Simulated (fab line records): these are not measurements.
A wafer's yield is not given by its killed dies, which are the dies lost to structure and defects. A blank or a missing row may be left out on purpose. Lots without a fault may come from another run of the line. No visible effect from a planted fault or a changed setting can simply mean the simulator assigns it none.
fab line records	flow gf180mcu
[record] lots = 5	wafers = 23
route steps=602 shown NSD@237 PSD@257 SAB@268 SALICIDE@281 CONTACT@299
startH: start of the lot's first displayed wafer, in hours after the record's first day	waitH: hours since the lot's step before	" identical to the entry in the row above	L1.1+2: several wafers, shown together as one row	- no value, or no start given	* or withheld: withheld	< > ~ a bound
route shown NAME@n: a module of which the file shows steps, and the number in the route of the first	usual: the fault-free wafers' mean and standard deviation	same: alike in all rows	chamber/n: place in a boat	sites: the reading at each site	_std_site: their standard deviation	_edge_site: inner sites' mean taken away from outer sites' mean	radiusMm: for every site, how far away it sits from the centre of the wafer	mask NAME#n: copy n	behind: the tool/chamber that last shaped the wafer	hold: the reason the lot was held/the length of the hold in hours/how it ended	device: transistor that didn't switch, given as n, p or np	end of line: at the end of the route, the tests of the same wafers	step lacking rows: just its recipe	killed: count of dies lost to structure and defects at first sort (not the wafer's yield)	map: per-die view of a wafer (x killed, . not killed, _ where there is no die)
set.NAME: the run value of the setting; set.NAME@STEP: its run value at that earlier step	model.NAME: the simulator's own value behind a step, which no gauge read
lots with deliberately changed settings; one table per step, one row per wafer
[[steps]]
[step GF_NSD_COAT_02]
[recipe] resist = NOVOLAK	spinRpm = 3000	resistThkNm = 1000
lot.wafer	tool	chamber	startH	waitH	set.spinRpm	model.NOVOLAK_of_NSD_COAT_02.thkNm
L077.1	lithoTrack-01	0	310.23	0.1	3000	996.3
L077.2	"	0	"	"	3000	997.2
L077.4	"	0	"	"	3000	997.1
L077.5	"	0	"	"	3000	998.1
L077.6	"	0	"	"	3000	998.7
L079.1	lithoTrack-04	0	325.46	0.1	3000	1002
L079.2+3	"	0	"	"	3000	1001
L079.4	"	0	"	"	2833	1033
L079.5	"	0	"	"	2833	1031
L080.2	lithoTrack-02	0	334.94	0.1	3000	999.2
L080.3	"	0	"	"	3000	998.6
L080.4	"	0	"	"	2894	1016
L080.5	"	0	"	"	3000	1002
L080.6	"	0	"	"	2894	1018
L081.1	lithoTrack-04	0	340.06	0.1	3124	985.6
L081.2	"	0	"	"	3000	1008
L081.3	"	0	"	"	3124	983.5
L081.4	"	0	"	"	3000	1003
L081.5	"	0	"	"	3000	1004
L082.2	lithoTrack-02	0	347.74	0.1	3000	1004
L082.5	"	0	"	"	3000	1003
L082.6	"	0	"	"	3000	1005
[step GF_NSD_SOFTBAKE_03]
[recipe] tempC = 90	timeS = 60	resist = NOVOLAK
[step GF_NSD_EXPOSE_04]
[recipe] maskId = Nplus	targetCdNm = 400	na = 0.6	sourceShape = conventional	sigmaOuter = 0.6	doseMj = 140
[step GF_NSD_IMPLANT_09]
[recipe] species = As	energyKev = 60	doseCm2 = 4e+15	tiltDeg = 7
[step GF_NSD_IMPLANT_10]
[recipe] species = P	energyKev = 40	doseCm2 = 5e+14	tiltDeg = 7
[step GF_NSD_STRIP_11]
[recipe] chemistry = O2/N2	powerW = 1400	pressureMtorr = 1500	platenTempC = 250	o2FlowSccm = 3000	n2FlowSccm = 300	overashFraction = 0.5
[usual] stripTimeToEndpointS = 22.97/0.034
lot.wafer	tool	chamber	startH	waitH	set.spinRpm@NSD_COAT_02	stripTimeToEndpointS
L077.1	plasmaAsher-02	1	321.02	0.1	3000	22.91
L077.2	"	0	"	"	3000	22.94
L077.4	"	1	"	"	3000	22.92
L077.5	"	0	"	"	3000	22.94
L077.6	"	1	"	"	3000	22.97
L079.1	plasmaAsher-04	1	336.66	0.1	3000	22.99
L079.2	"	0	"	"	3000	22.96
L079.3	"	0	"	"	3000	22.99
L079.4	"	1	"	"	2833	23.33
L079.5	"	1	"	"	2833	23.32
L080.2	plasmaAsher-02	0	346.27	0.1	3000	22.97
L080.3	"	1	"	"	3000	22.93
L080.4	"	0	"	"	2894	23.12
L080.5	"	0	"	"	3000	22.99
L080.6	"	1	"	"	2894	23.15
L081.1	plasmaAsher-04	0	351.92	0.1	3124	22.80
L081.2	"	1	"	"	3000	23.03
L081.3	"	1	"	"	3124	22.76
L081.4	"	0	"	"	3000	22.99
L081.5	"	0	"	"	3000	23.00
L082.2	plasmaAsher-04	1	359.33	0.1	3000	22.99
L082.5	"	0	"	"	3000	23.00
L082.6	"	1	"	"	3000	23.02
[step GF_PSD_IMPLANT_09]
[recipe] species = BF2	energyKev = 40	doseCm2 = 1.5e+15	tiltDeg = 7
lot.wafer	tool	chamber	startH	waitH	set.energyKev	model.implant.rpNm	model.implant.drpNm
L077.1+2+4+5+6	implanter-03	0	341.67	0.0	40	30.99	15.87
L079.1+3	implanter-04	0	358.74	0.0	37.86	29.01	15.27
L079.2+4+5	"	0	"	"	40	30.34	15.87
L080.2+4+5	implanter-02	0	368.36	0.0	37.32	27.62	15.12
L080.3+6	"	0	"	"	40	29.24	15.87
L081.1+3+5	implanter-04	0	374.57	0.0	41.24	30.95	16.22
L081.2+4	"	0	"	"	40	30.18	15.87
L082.2+5+6	implanter-03	0	381.59	0.0	40	29.34	15.87
[step GF_PSD_STRIP_10]
[recipe] chemistry = O2/N2	powerW = 1400	pressureMtorr = 1500	platenTempC = 250	o2FlowSccm = 3000	n2FlowSccm = 300	overashFraction = 0.5
[usual] stripTimeToEndpointS = 16.54/0.039
lot.wafer	tool	chamber	startH	waitH	set.energyKev@PSD_IMPLANT_09	stripTimeToEndpointS
L077.1	plasmaAsher-02	1	341.82	0.1	40	16.56
L077.2	"	0	"	"	40	16.56
L077.4	"	1	"	"	40	16.56
L077.5	"	0	"	"	40	16.56
L077.6	"	1	"	"	40	16.57
L079.1	plasmaAsher-04	1	358.89	0.1	37.86	16.31
L079.2	"	0	"	"	40	16.51
L079.3	"	1	"	"	37.86	16.31
L079.4	"	0	"	"	40	16.48
L079.5	"	1	"	"	40	16.54
L080.2	plasmaAsher-03	1	368.49	0.1	37.32	16.22
L080.3	"	0	"	"	40	16.47
L080.4	"	1	"	"	37.32	16.22
L080.5	"	0	"	"	37.32	16.26
L080.6	"	1	"	"	40	16.47
L081.1	plasmaAsher-02	0	374.72	0.1	41.24	16.66
L081.2	"	1	"	"	40	16.50
L081.3	"	0	"	"	41.24	16.59
L081.4	"	1	"	"	40	16.51
L081.5	"	0	"	"	41.24	16.63
L082.2	plasmaAsher-04	0	381.72	0.1	40	16.56
L082.5	"	1	"	"	40	16.50
L082.6	"	0	"	"	40	16.50
[step GF_PSD_TW_MEAS_11]
[usual] PSD_TW = 3198/16
lot.wafer	tool	chamber	startH	waitH	set.energyKev@PSD_IMPLANT_09	PSD_TW
L077.1	filmMetro-02	-	341.92	0.1	40	3183
L077.2	"	-	"	"	40	3176
L077.4	"	-	"	"	40	3179
L077.5	"	-	"	"	40	3195
L077.6	"	-	"	"	40	3157
L079.1	filmMetro-04	-	358.99	0.1	37.86	3143
L079.2	"	-	"	"	40	3175
L079.3	"	-	"	"	37.86	3141
L079.4	"	-	"	"	40	3178
L079.5	"	-	"	"	40	3178
L080.2	filmMetro-03	-	368.60	0.1	37.32	3141
L080.3	"	-	"	"	40	3201
L080.4	"	-	"	"	37.32	3152
L080.5	"	-	"	"	37.32	3152
L080.6	"	-	"	"	40	3201
L081.1	filmMetro-03	-	374.82	0.1	41.24	3224
L081.2	"	-	"	"	40	3192
L081.3	"	-	"	"	41.24	3228
L081.4	"	-	"	"	40	3218
L081.5	"	-	"	"	41.24	3237
L082.2	filmMetro-03	-	381.83	0.1	40	3199
L082.5	"	-	"	"	40	3215
L082.6	"	-	"	"	40	3200
[step GF_PSD_CLEAN_12]
[recipe] chemistry = SC1/SC2	mix = 1:4:20	tempC = 70	timeS = 150	dry = n2Spin
[step GF_PSD_RTA_13]
[recipe] tempC = 1025	timeS = 20	ambient = N2
[step GF_PSD_RS_MEAS_15]
[recipe] thkMeasGauge = four-point-probe
[usual] PSD_RS = 108.66/0.28
lot.wafer	tool	chamber	startH	waitH	set.energyKev@PSD_IMPLANT_09	PSD_RS[ohm/sq]
L077.1	filmMetro-02	-	342.32	0.1	40	108.91
L077.2	"	-	"	"	40	108.25
L077.4	"	-	"	"	40	108.08
L077.5	"	-	"	"	40	108.70
L077.6	"	-	"	"	40	108.64
L079.1	filmMetro-03	-	359.30	0.1	37.86	111.25
L079.2	"	-	"	"	40	108.36
L079.3	"	-	"	"	37.86	111.14
L079.4	"	-	"	"	40	108.44
L079.5	"	-	"	"	40	108.24
L080.2	filmMetro-02	-	368.92	0.1	37.32	112.43
L080.3	"	-	"	"	40	108.40
L080.4	"	-	"	"	37.32	112.61
L080.5	"	-	"	"	37.32	112.81
L080.6	"	-	"	"	40	108.97
L081.1	filmMetro-03	-	375.13	0.1	41.24	106.44
L081.2	"	-	"	"	40	108.67
L081.3	"	-	"	"	41.24	106.73
L081.4	"	-	"	"	40	108.53
L081.5	"	-	"	"	41.24	106.77
L082.2	filmMetro-04	-	382.15	0.1	40	108.99
L082.5	"	-	"	"	40	109.04
L082.6	"	-	"	"	40	109.01
[step GF_SAB_COAT_04]
[recipe] resist = NOVOLAK	spinRpm = 3000	resistThkNm = 1000
lot.wafer	tool	chamber	startH	waitH	set.spinRpm	model.NOVOLAK_of_SAB_COAT_04.thkNm
L077.1	lithoTrack-03	0	353.03	0.1	3000	995.8
L077.2	"	0	"	"	3000	997
L077.4	"	0	"	"	3000	998.4
L077.5	"	0	"	"	3000	998.3
L077.6	"	0	"	"	3000	999.6
L079.1+3	lithoTrack-01	0	370.08	0.1	3000	1000
L079.2	"	0	"	"	3210	965.6
L079.4	"	0	"	"	3210	964.7
L079.5	"	0	"	"	3000	999.3
L080.2	lithoTrack-02	0	380.29	0.1	3000	1003
L080.3	"	0	"	"	3000	1005
L080.4	"	0	"	"	3000	1002
L080.5	"	0	"	"	2867	1029
L080.6	"	0	"	"	2867	1025
L081.1+2	lithoTrack-01	0	386.18	0.1	2882	1018
L081.3	"	0	"	"	3000	997.5
L081.4	"	0	"	"	3000	995.3
L081.5	"	0	"	"	3000	997.4
L082.2	lithoTrack-01	0	393.26	0.1	3000	997.9
L082.5	"	0	"	"	3000	999.4
L082.6	"	0	"	"	3000	996.2
[step GF_SAB_DEVELOP_08]
[recipe] developTimeS = 60	devTempC = 23
lot.wafer	tool	chamber	startH	waitH	set.devTempC
L077.1+2+4	lithoTrack-03	0	363.73	0.1	23
L077.5+6	"	0	"	"	24.82
L079.1+4+5	lithoTrack-03	0	381.33	0.1	23
L079.2+3	"	0	"	"	19.61
L080.2+3+4+5+6	lithoTrack-03	0	391.51	0.1	23
L081.1+5	lithoTrack-03	0	397.03	0.1	26.14
L081.2+3+4	"	0	"	"	23
L082.2+5+6	lithoTrack-02	0	404.39	0.1	23
[step GF_SAB_CD_MEAS_09]
[recipe] targetCdNm = 420
[usual] cdNm = 420.6/2.5
lot.wafer	tool	chamber	startH	waitH	set.devTempC@SAB_DEVELOP_08	cdNm
L077.1	cdSem-01	-	363.88	0.1	23	416.1
L077.2	"	-	"	"	23	416.7
L077.4	"	-	"	"	23	417.1
L077.5	"	-	"	"	24.82	424.2
L077.6	"	-	"	"	24.82	422.7
L079.1	cdSem-02	-	381.51	0.2	23	425.5
L079.2	"	-	"	"	19.61	406.4
L079.3	"	-	"	"	19.61	410.3
L079.4	"	-	"	"	23	419.2
L079.5	"	-	"	"	23	423.7
L080.2	cdSem-02	-	391.65	0.1	23	420.7
L080.3	"	-	"	"	23	420.9
L080.4	"	-	"	"	23	421.0
L080.5	"	-	"	"	23	422.0
L080.6	"	-	"	"	23	420.8
L081.1	cdSem-01	-	397.18	0.1	26.14	432.8
L081.2	"	-	"	"	23	424.5
L081.3	"	-	"	"	23	419.2
L081.4	"	-	"	"	23	420.4
L081.5	"	-	"	"	26.14	429.7
L082.2	cdSem-02	-	404.53	0.1	23	416.6
L082.5	"	-	"	"	23	416.3
L082.6	"	-	"	"	23	415.2
[step GF_SAB_ETCH_11]
[recipe] chemistry = C4F8/O2/Ar	maskMaterial = NOVOLAK	target = SiO2	targetDepthNm = 55	sourceW = 1500	biasW = 1200	pressureMtorr = 40	c4f8FlowSccm = withheld	O2_flow_sccm = 6	Ar_flow_sccm = 300	timeS = 8.5
lot.wafer	tool	chamber	startH	waitH	set.devTempC@SAB_DEVELOP_08	model.SAB.cdNm
L077.1	rieDiel-04	2	364.04	0.0	23	416
L077.2	"	0	"	"	23	416.6
L077.4	"	3	"	"	23	417.6
L077.5	"	3	"	"	24.82	424.6
L077.6	"	2	"	"	24.82	422.3
L079.1	rieDiel-04	0	381.67	0.0	23	426
L079.2	"	3	"	"	19.61	407.1
L079.3	"	1	"	"	19.61	410.3
L079.4	"	2	"	"	23	418.6
L079.5	"	1	"	"	23	424.2
L080.2+6	rieDiel-03	2,0	391.79	0.0	23	420.5
L080.3	"	0	"	"	23	421.1
L080.4	"	1	"	"	23	420.9
L080.5	"	1	"	"	23	422.4
L081.1	rieDiel-04	3	397.34	0.0	26.14	433.7
L081.2	"	2	"	"	23	423.8
L081.3	"	1	"	"	23	419.2
L081.4	"	0	"	"	23	420.8
L081.5	"	3	"	"	26.14	430.1
L082.2	rieDiel-03	3	404.67	0.0	23	416.4
L082.5	"	3	"	"	23	416.6
L082.6	"	2	"	"	23	415.1
[step GF_SAB_WET_ETCH_12]
[recipe] chemistry = dHF	targetDepthNm = 22	dry = n2Spin	target = SiO2	tempC = 25	dilution = 100:1	timeS = 440
[step GF_SAB_STRIP_13]
[recipe] chemistry = O2/N2	powerW = 1400	pressureMtorr = 1500	platenTempC = 250	o2FlowSccm = 3000	n2FlowSccm = 300	overashFraction = 0.5
[usual] stripTimeToEndpointS = 12.61/0.036
lot.wafer	tool	chamber	startH	waitH	set.spinRpm@SAB_COAT_04	stripTimeToEndpointS
L077.1	plasmaAsher-04	0	364.19	0.0	3000	12.56
L077.2	"	1	"	"	3000	12.58
L077.4	"	0	"	"	3000	12.59
L077.5	"	1	"	"	3000	12.60
L077.6	"	0	"	"	3000	12.59
L079.1	plasmaAsher-01	0	381.82	0.0	3000	12.61
L079.2	"	1	"	"	3210	12.22
L079.3	"	1	"	"	3000	12.60
L079.4	"	0	"	"	3210	12.20
L079.5	"	0	"	"	3000	12.59
L080.2	plasmaAsher-03	0	391.94	0.0	3000	12.64
L080.3	"	0	"	"	3000	12.67
L080.4	"	1	"	"	3000	12.63
L080.5	"	0	"	"	2867	12.87
L080.6	"	1	"	"	2867	12.82
L081.1	plasmaAsher-01	0	397.49	0.0	2882	12.84
L081.2	"	1	"	"	2882	12.82
L081.3	"	1	"	"	3000	12.58
L081.4	"	0	"	"	3000	12.57
L081.5	"	0	"	"	3000	12.57
L082.2	plasmaAsher-01	0	404.82	0.0	3000	12.58
L082.5	"	1	"	"	3000	12.60
L082.6	"	0	"	"	3000	12.58
[step GF_SALICIDE_SPUTTER_03]
[recipe] material = TiN	targetThkNm = 20	powerW = 6500	timeS = 16.7	chamberPressurePa = 0.4
lot.wafer	tool	chamber	startH	waitH	set.timeS	model.TiN_of_SALICIDE_SPUTTER_03.thkNm
L077.1	pvdSputter-04	-	364.41	0.0	18.82	22.7
L077.2	"	-	"	"	16.7	20.09
L077.4	"	-	"	"	16.7	20.31
L077.5	"	-	"	"	18.82	22.75
L077.6	"	-	"	"	16.7	20.27
L079.1	pvdSputter-02	-	382.03	0.0	16.7	19.51
L079.2	"	-	"	"	15.32	17.94
L079.3	"	-	"	"	16.7	19.61
L079.4	"	-	"	"	16.7	20.14
L079.5	"	-	"	"	15.32	18.43
L080.2	pvdSputter-03	-	392.15	0.0	15.45	18.46
L080.3	"	-	"	"	16.7	19.83
L080.4	"	-	"	"	16.7	19.84
L080.5	"	-	"	"	16.7	20.13
L080.6	"	-	"	"	15.45	18.18
L081.1	pvdSputter-02	-	397.71	0.0	14.56	17.99
L081.2	"	-	"	"	16.7	19.95
L081.3	"	-	"	"	16.7	19.8
L081.4	"	-	"	"	14.56	17.49
L081.5	"	-	"	"	16.7	20.38
L082.2	pvdSputter-04	-	405.04	0.0	16.7	20.05
L082.5	"	-	"	"	16.7	20.08
L082.6	"	-	"	"	16.7	19.81
[step GF_SALICIDE_RS_MEAS_04]
[recipe] thkMeasGauge = four-point-probe	reads = TiN_of_SALICIDE_SPUTTER_03+Co_of_SALICIDE_SPUTTER_02
[usual] SALICIDE_TIN_RS = 16.09/0.22
lot.wafer	tool	chamber	startH	waitH	set.timeS@SALICIDE_SPUTTER_03	SALICIDE_TIN_RS[ohm/sq]
L077.1	filmMetro-03	-	364.43	0.0	18.82	15.85
L077.2	"	-	"	"	16.7	16.04
L077.4	"	-	"	"	16.7	15.94
L077.5	"	-	"	"	18.82	15.24
L077.6	"	-	"	"	16.7	16.32
L079.1	filmMetro-03	-	382.06	0.0	16.7	16.15
L079.2	"	-	"	"	15.32	16.56
L079.3	"	-	"	"	16.7	15.87
L079.4	"	-	"	"	16.7	15.98
L079.5	"	-	"	"	15.32	16.47
L080.2	filmMetro-03	-	392.20	0.0	15.45	17.00
L080.3	"	-	"	"	16.7	16.09
L080.4	"	-	"	"	16.7	16.05
L080.5	"	-	"	"	16.7	16.12
L080.6	"	-	"	"	15.45	16.48
L081.1	filmMetro-02	-	397.74	0.0	14.56	16.72
L081.2	"	-	"	"	16.7	16.01
L081.3	"	-	"	"	16.7	15.90
L081.4	"	-	"	"	14.56	16.60
L081.5	"	-	"	"	16.7	15.94
L082.2	filmMetro-01	-	405.08	0.0	16.7	15.99
L082.5	"	-	"	"	16.7	16.08
L082.6	"	-	"	"	16.7	16.06
[step GF_SALICIDE_THK_MEAS_05]
[recipe] thkMeasGauge = xrf	reads = TiN_of_SALICIDE_SPUTTER_03
[usual] SALICIDE_TIN_THK = 19.90/0.25
lot.wafer	tool	chamber	startH	waitH	set.timeS@SALICIDE_SPUTTER_03	SALICIDE_TIN_THK[nm]
L077.1	filmMetro-03	-	364.55	0.1	18.82	22.58
L077.2	"	-	"	"	16.7	19.96
L077.4	"	-	"	"	16.7	20.14
L077.5	"	-	"	"	18.82	22.61
L077.6	"	-	"	"	16.7	20.16
L079.1	filmMetro-03	-	382.18	0.1	16.7	19.46
L079.2	"	-	"	"	15.32	17.78
L079.3	"	-	"	"	16.7	19.45
L079.4	"	-	"	"	16.7	20.06
L079.5	"	-	"	"	15.32	18.33
L080.2	filmMetro-03	-	392.31	0.1	15.45	18.50
L080.3	"	-	"	"	16.7	19.86
L080.4	"	-	"	"	16.7	19.91
L080.5	"	-	"	"	16.7	20.08
L080.6	"	-	"	"	15.45	18.16
L081.1	filmMetro-02	-	397.86	0.1	14.56	17.87
L081.2	"	-	"	"	16.7	19.77
L081.3	"	-	"	"	16.7	19.65
L081.4	"	-	"	"	14.56	17.34
L081.5	"	-	"	"	16.7	20.21
L082.2	filmMetro-01	-	405.19	0.1	16.7	19.91
L082.5	"	-	"	"	16.7	19.92
L082.6	"	-	"	"	16.7	19.68
[step GF_CONTACT_PEB_12]
[recipe] pebTempC = 135	pebTimeS = 90	resist = KrF
lot.wafer	tool	chamber	startH	waitH	set.pebTempC
L077.1+2	lithoTrack-03	0	-	-	135
L077.4+5+6	"	0	"	"	132.4
L079.1+5	lithoTrack-03	0	-	-	135
L079.2+3+4	"	0	"	"	137.3
L080.2+5+6	lithoTrack-03	0	-	-	135
L080.3+4	"	0	"	"	133.4
L081.1+3+4	lithoTrack-04	0	-	-	136.9
L081.2+5	"	0	"	"	135
L082.2+5+6	lithoTrack-01	0	-	-	135
[step GF_CONTACT_DEVELOP_13]
[recipe] developTimeS = 60	resist = KrF	devTempC = 21
[step GF_CONTACT_CD_MEAS_14]
[recipe] targetCdNm = 220
[usual] cdNm = 220.3/1.7
lot.wafer	tool	chamber	startH	waitH	set.pebTempC@CONTACT_PEB_12	cdNm
L077.1	cdSem-02	-	388.43	0.1	135	223.1
L077.2	"	-	"	"	135	223.8
L077.4	"	-	"	"	132.4	213.9
L077.5	"	-	"	"	132.4	215.0
L077.6	"	-	"	"	132.4	214.7
L079.1	cdSem-02	-	406.28	0.1	135	220.5
L079.2	"	-	"	"	137.3	226.1
L079.3	"	-	"	"	137.3	226.2
L079.4	"	-	"	"	137.3	226.4
L079.5	"	-	"	"	135	221.4
L080.2	cdSem-02	-	416.05	0.1	135	219.3
L080.3	"	-	"	"	133.4	213.0
L080.4	"	-	"	"	133.4	213.3
L080.5	"	-	"	"	135	220.0
L080.6	"	-	"	"	135	218.9
L081.1	cdSem-02	-	420.86	0.1	136.9	227.3
L081.2	"	-	"	"	135	220.8
L081.3	"	-	"	"	136.9	226.9
L081.4	"	-	"	"	136.9	225.6
L081.5	"	-	"	"	135	221.0
L082.2	cdSem-01	-	432.75	0.1	135	219.5
L082.5	"	-	"	"	135	218.7
L082.6	"	-	"	"	135	219.3
[step GF_CONTACT_ETCH_16]
[recipe] chemistry = N2/H2	targetDepthA = withheld	overetchA = withheld	timeS = withheld	target = BARC	ionEnergyEv = 200	sourceW = 500	biasW = 100	pressureMtorr = 30	n2FlowSccm = 100	h2FlowSccm = 200
lot.wafer	tool	chamber	startH	waitH	set.pebTempC@CONTACT_PEB_12	model.CONTACT.cdNm
L077.1	rieDiel-03	2	388.59	0.0	135	222.6
L077.2	"	0	"	"	135	223.8
L077.4	"	3	"	"	132.4	211.9
L077.5	"	2	"	"	132.4	215.1
L077.6	"	1	"	"	132.4	213.7
L079.1	rieDiel-01	2	406.44	0.0	135	220.7
L079.2+3	"	1,3	"	"	137.3	226.3
L079.4	"	0	"	"	137.3	226.1
L079.5	"	3	"	"	135	221.8
L080.2	rieDiel-01	3	416.19	0.0	135	219.3
L080.3	"	0	"	"	133.4	212.9
L080.4	"	2	"	"	133.4	212.7
L080.5	"	3	"	"	135	219.7
L080.6	"	2	"	"	135	218.9
L081.1+3	rieDiel-02	0,3	421.01	0.0	136.9	227.2
L081.2	"	1	"	"	135	221
L081.4	"	2	"	"	136.9	225.6
L081.5	"	2	"	"	135	221.2
L082.2	rieDiel-03	2	432.89	0.0	135	220.4
L082.5	"	3	"	"	135	218.1
L082.6	"	0	"	"	135	220
[step GF_CONTACT_ETCH_17]
[recipe] chemistry = C4F8/O2/Ar	maskMaterial = KrF	target = SiO2	stopOn = CoSi2	sourceW = 1500	biasW = 1159	pressureMtorr = 40	c4f8FlowSccm = withheld	O2_flow_sccm = 6	Ar_flow_sccm = 300	timeS = withheld	targetDepthA = 8600
lot.wafer	tool	chamber	startH	waitH	set.pebTempC@CONTACT_PEB_12	model.CONTACT.cdNm
L077.1	rieDiel-03	2	-	-	135	222.4
L077.2	"	0	"	"	135	224.1
L077.4	"	3	"	"	132.4	211.9
L077.5	"	2	"	"	132.4	214.9
L077.6	"	1	"	"	132.4	212.3
L079.1	rieDiel-01	2	-	-	135	220.6
L079.2	"	1	"	"	137.3	226.4
L079.3	"	3	"	"	137.3	225.9
L079.4	"	0	"	"	137.3	226.3
L079.5	"	3	"	"	135	220.8
L080.2	rieDiel-01	3	-	-	135	218.7
L080.3	"	0	"	"	133.4	212.9
L080.4	"	2	"	"	133.4	213.2
L080.5+6	"	3,2	"	"	135	219.2
L081.1	rieDiel-02	0	-	-	136.9	225.9
L081.2	"	1	"	"	135	221.2
L081.3	"	3	"	"	136.9	226.8
L081.4	"	2	"	"	136.9	224.9
L081.5	"	2	"	"	135	220.4
L082.2	rieDiel-03	2	-	-	135	220.4
L082.5	"	3	"	"	135	217.9
L082.6	"	0	"	"	135	219.9
[[key]]
[split] step = GF_NSD_COAT_02	setting = spinRpm	stated = 3000	by = wafer
[response] step = GF_NSD_COAT_02	reading = model.NOVOLAK_of_NSD_COAT_02.thkNm	change = -5.23	per = 1%	r = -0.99
[response] step = GF_NSD_STRIP_11	reading = stripTimeToEndpointS	change = *	per = 1%	r = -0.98
[split] step = GF_PSD_IMPLANT_09	setting = energyKev	stated = 40	by = wafer
[response] step = GF_PSD_IMPLANT_09	reading = model.implant.rpNm	change = +0.245	per = 1%	r = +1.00
[response] step = GF_PSD_IMPLANT_09	reading = model.implant.drpNm	change = +0.112	per = 1%	r = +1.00
[response] step = GF_PSD_STRIP_10	reading = stripTimeToEndpointS	change = *	per = 1%	r = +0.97
[response] step = GF_PSD_TW_MEAS_11	reading = PSD_TW	change = +7.42	per = 1%	r = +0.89
[response] step = GF_PSD_RS_MEAS_15	reading = PSD_RS	change = -0.573	per = 1%	r = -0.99
[split] step = GF_SAB_COAT_04	setting = spinRpm	stated = 3000	by = wafer
[response] step = GF_SAB_COAT_04	reading = model.NOVOLAK_of_SAB_COAT_04.thkNm	change = -5.13	per = 1%	r = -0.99
[response] step = GF_SAB_STRIP_13	reading = stripTimeToEndpointS	change = *	per = 1%	r = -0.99
[split] step = GF_SAB_DEVELOP_08	setting = devTempC	stated = 23	by = wafer
[response] step = GF_SAB_CD_MEAS_09	reading = cdNm	change = +0.861	per = 1%	r = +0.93
[response] step = GF_SAB_ETCH_11	reading = model.SAB.cdNm	change = +0.877	per = 1%	r = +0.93
[split] step = GF_SALICIDE_SPUTTER_03	setting = timeS	stated = 16.7	by = wafer
[response] step = GF_SALICIDE_SPUTTER_03	reading = model.TiN_of_SALICIDE_SPUTTER_03.thkNm	change = +0.192	per = 1%	r = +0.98
[response] step = GF_SALICIDE_RS_MEAS_04	reading = SALICIDE_TIN_RS	change = -0.056	per = 1%	r = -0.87
[response] step = GF_SALICIDE_THK_MEAS_05	reading = SALICIDE_TIN_THK	change = +0.192	per = 1%	r = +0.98
[split] step = GF_CONTACT_PEB_12	setting = pebTempC	stated = 135	by = wafer
[response] step = GF_CONTACT_CD_MEAS_14	reading = cdNm	change = +4.16	per = 1%	r = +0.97
[response] step = GF_CONTACT_ETCH_16	reading = model.CONTACT.cdNm	change = +4.25	per = 1%	r = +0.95
[response] step = GF_CONTACT_ETCH_17	reading = model.CONTACT.cdNm	change = +4.32	per = 1%	r = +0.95
